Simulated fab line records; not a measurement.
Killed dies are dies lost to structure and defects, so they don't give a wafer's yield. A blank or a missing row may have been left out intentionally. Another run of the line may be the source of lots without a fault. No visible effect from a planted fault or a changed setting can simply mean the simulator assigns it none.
8D (eight disciplines) problem report, filled in by code || flow sky130 || the parts of the form that need people (team, actions taken, sign-off) are left out

== 1. THE PROBLEM ==
Mean of strip time to endpoint s at SKY_VIA1_STRIP_16: 4.17 s across 6 wafers in 2 lots; on wafers with no fault it is 4.46 s (standard deviation 0.033). Measured from the usual mean, that is -8.8 standard deviations.
The step: strips in O2/N2.
Seen first at day 38 10:10 on plasma asher-04, wafer L994.1. Wafers with a number at this step in the record: 36, from 12 lots. Rule for "out" (also "out of limits"): further than 4 standard deviations from the usual mean. All remaining wafers that have a number are taken as sound.

== 2. WHAT IT IS AND WHAT IT IS NOT ==
{"question": "which readings at this step", "is": "strip time to endpoint s", "is not": "drypump motor current A"}
{"question": "which lots", "is": "L994, L995", "is not": "L101, L102, L979, L980, L983, L984, L987, L993, L996, L997"}
{"question": "which wafers of those lots", "is": "all that have a number", "is not": "-"}
{"question": "read on which tools", "is": "plasma asher-01, plasma asher-04", "is not": "plasma asher-02"}
{"question": "when", "is": "from day 38 10:10", "is not": "up to then (18 sound wafers); but 12 sound wafers of L101, L102, L996, L997 came after"}

== 3. THE SUSPECTS, EACH WITH WHAT RULES IT OUT ==
Counting: any tool at a process step up to the reading is kept as a suspect provided that every lot that is out went through it and no sound lot did after the first of them.
- litho track-03 at SKY_VIA1_COAT_07 (resist thk 450 nm): ruled out as a lasting fault. The sound lots L102 went through it after L994, its earliest lot that is out (day 37 20:00).
Left after counting: nothing in the record.

== 4. THE CAUSE (what the simulator had put in) ==
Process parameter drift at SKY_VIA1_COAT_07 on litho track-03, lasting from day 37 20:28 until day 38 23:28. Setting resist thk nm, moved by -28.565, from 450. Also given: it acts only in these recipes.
Counting ruled it out, wrongly: the rule takes a fault to strike every lot that its tool runs from its start on, and this one did not.

== 5. THE CHAIN OF EFFECTS, in route order ==
One row per reading whose mean, taken over the struck wafers that have a number, lies over 3 standard deviations from the usual. Only readings whose record carries a usual standard deviation are examined. hours: median over the lots of the time between each lot's start at the first step of this table that gives one and its start at this step. sigmas: the change, counted in usual standard deviations.
{"hours": 0, "step": "SKY_VIA1_STRIP_16", "reading": "strip time to endpoint s", "usual": "4.46 s", "on struck wafers": 4.17, "change": -0.29, "sigmas": -8.8}
Here are the process steps it includes:
- SKY_VIA1_STRIP_16: strips in O2/N2.

== 6. HOW IT WOULD HAVE BEEN CAUGHT EARLIER ==
In this record no reading fell out of limits until day 38 10:10, 14 hours after the fault had begun at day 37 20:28.
Tool readings at SKY_VIA1_COAT_07 with a usual standard deviation given in the record: none out on any struck wafer, hence no alarm at a limit of 4 standard deviations on them.
